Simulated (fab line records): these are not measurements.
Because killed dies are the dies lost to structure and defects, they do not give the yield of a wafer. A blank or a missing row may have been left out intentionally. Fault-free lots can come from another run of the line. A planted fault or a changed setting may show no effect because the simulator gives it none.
Which tool is to blame? | flow sky130 | 18 wafers from 6 lots sampled at 2 of the route's 708 steps

== WHAT THE GAUGES SHOWED, per wafer ==
SKY_VIA2_THK_MEAS_23: measures by xrf.
lot  | measured     | on           | VIA2_W_THK (nm)
L314 | day 38 00:58 | filmMetro-03 | 412 409 406
L316 | day 38 19:17 | filmMetro-03 | 411 413 406
L322 | day 40 17:24 | filmMetro-04 | 408 416 423
L326 | day 41 21:10 | filmMetro-02 | 417 415 410
L329 | day 42 07:10 | filmMetro-04 | 428 415 426
L332 | day 43 19:41 | filmMetro-04 | 419 421 425

== WHAT TOOL EACH LOT RAN ON (gives the tool, then ch and the chambers of the sampled wafers, and finally the start) ==
lot  | SKY_VIA2_SPUTTER_20
L314 | pvdSputter-04, day 38 00:40
L316 | pvdSputter-02, day 38 18:58
L322 | pvdSputter-04, day 40 17:05
L326 | pvdSputter-02, day 41 20:51
L329 | pvdSputter-03, day 42 06:50
L332 | pvdSputter-02, day 43 19:23
- SKY_VIA2_SPUTTER_20: material TiN, target thk 20 nm, time 80 s.

== THE ANSWER, worked out from the rows above alone ==
Rule: usual is defined by the lots themselves. Put in order of their means at a reading, lots are off if they are a third of the lots or fewer, leave a main group of 4 or more, and stand apart from it by a gap of 3 or more times the standard deviation of the main group's means; of several such gaps the widest counts. If all means in a main group match to the digits the tables above print for the reading, that group is not used. Also off: a lot with no number at a reading for which 4 or more lots have one. All remaining lots with rows at the step are treated as sound.
Nothing can be told from this: no lot is off at any reading shown.

== WHAT THE SIMULATOR HAD INSERTED ==
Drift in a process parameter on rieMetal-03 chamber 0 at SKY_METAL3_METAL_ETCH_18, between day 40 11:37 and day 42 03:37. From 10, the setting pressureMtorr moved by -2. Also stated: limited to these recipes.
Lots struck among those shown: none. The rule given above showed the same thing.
